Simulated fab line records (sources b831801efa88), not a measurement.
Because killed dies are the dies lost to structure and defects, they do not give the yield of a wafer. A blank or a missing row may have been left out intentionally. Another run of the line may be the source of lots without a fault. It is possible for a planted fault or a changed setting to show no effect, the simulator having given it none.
Problem report, 8D (eight disciplines) form, completed by code | flow gf180mcu | the parts of the form that need people (team, actions taken, sign-off) are left out

1. WHAT WENT WRONG
At GF_MVPSD_HMDS_01, prime-temp-c averages 114.31 C over 6 wafers from 2 lots, while fault-free wafers read 120.02 C, standard deviation 0.14. Relative to the usual mean, that is a shift of -41 standard deviations.
The step: prime time 60 s.
Seen first at day 6 15:28 on litho-track-02, wafer L756.1. The record has a number at this step for 39 wafers belonging to 13 lots. Rule for "out", or "out of limits": more than 4 standard deviations from the usual mean. Any other wafer with a number is counted as sound.

2. WHAT THIS IS AND IS NOT
question                    | is                     | is not
which readings at this step | prime-temp-c           | -
which lots                  | L756, L760             | L748, L749, L750, L751, L754, L761, L762, L765, L767, L770, L771
which wafers of those lots  | all that have a number | -
read on which tools         | litho-track-02         | litho-track-03, litho-track-04
when                        | from day 6 15:28       | up to then (15 sound wafers); but 18 sound wafers of L761, L762, L765, L767, L770, L771 came after

3. THE SUSPECTS, EACH WITH WHAT RULES IT OUT
Counting: any tool at a process step up to the reading is kept as a suspect provided that every lot that is out went through it and no sound lot did after the first of them.
- plasma-asher-01 at GF_STI_STRIP_15 (strips in O2/N2): ruled out as a lasting fault. The sound lots L762, L771 went through it after L756, its earliest lot that is out (day 3 18:35).
- litho-track-02 at GF_MVPSD_HMDS_01 (prime time 60 s): kept. It processed each lot that is out, first L756 at day 6 15:28, and no sound lot thereafter; up to then, the last sound lot it processed was L750 at day 5 04:58. Its own prime-temp-c readings are out on those wafers.
The count leaves litho-track-02 at GF_MVPSD_HMDS_01.

4. THE CAUSE (what the simulator had put in)
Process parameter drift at GF_MVPSD_HMDS_01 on litho-track-02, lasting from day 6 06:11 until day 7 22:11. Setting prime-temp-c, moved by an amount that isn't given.
After counting, this tool was the only one left.

5. THE CHAIN OF EFFECTS, in route order
One row per reading whose mean, taken over the struck wafers that have a number, lies over 3 standard deviations from the usual. Scope: only readings with a usual standard deviation given in the record; hours: median across lots of the time from each lot's start at the first step in this table that gives one to its start at this step; sigmas: change in usual standard deviations.
hours | step             | reading      | usual    | on struck wafers | change | sigmas
0     | GF_MVPSD_HMDS_01 | prime-temp-c | 120.02 C | 114.31           | -5.71  | -41
The process steps in it:
- GF_MVPSD_HMDS_01: prime time 60 s.
Later measuring or inspecting steps at which every struck wafer that the step has a row for has a number for every such reading, and none has moved that far: GF_VT_IMPLANT_OVL_MEAS_07.

6. WHAT WOULD HAVE CAUGHT IT SOONER
The fault began at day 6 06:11; the first out-of-limits reading in this record came at day 6 15:28, 9 hours later.
